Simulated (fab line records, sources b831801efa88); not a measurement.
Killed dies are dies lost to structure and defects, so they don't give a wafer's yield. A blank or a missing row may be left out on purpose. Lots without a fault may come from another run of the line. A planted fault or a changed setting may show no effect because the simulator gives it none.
Chamber matching | flow gf180mcu | GF_POLY_GATE_ETCH_13 on rie_si-01: 4 sister chambers
The step etches poly-Si in HBr/Cl2, stops on SiO2, target depth 198.5 nm, time 69.6 s. 4 wafers are shown with their chamber, then 7 later ones without.

WAFERS WITH THEIR CHAMBER
wafer  | chamber | drypump_motor_current_A (A)
L407.5 | 2       | 5.4
L408.3 | 3       | 5.9
L410.2 | 1       | 6.1
L410.4 | 0       | 5.6

WAFERS WITHOUT THEIR CHAMBER
wafer  | drypump_motor_current_A (A)
L410.5 | 5.3
L413.2 | 5.8
L413.3 | 5.6
L413.6 | 5.9
L415.1 | 6.1
L415.3 | 5.9
L415.6 | 5.9

WHICH CHAMBER EACH WENT THROUGH
wafer  | from the rows above     | in truth
L410.5 | 2                       | 2
L413.2 | can't be placed: 3 or 0 | 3
L413.3 | 0                       | 0
L413.6 | 3                       | 3
L415.1 | 1                       | 1
L415.3 | 3                       | 3
L415.6 | 3                       | 3
Placed correctly: 6 of 7. Can't be placed from these rows: 1 (the true chamber is among the candidates in 1). Placed wrongly: 0.
How it was worked out, from the rows above alone: a wafer's distance from a chamber is the root of the sum, over the readings, of the square of ((its reading less the chamber's mean) divided by the reading's scatter). The wafer belongs to the nearest chamber; if the next one is less than 2 further off, it can't be placed. A chamber's mean is the mean of its shown wafers. The scatter: with one shown wafer a chamber, the root of the mean of the squares of how far each hidden wafer lies from its nearest shown one.
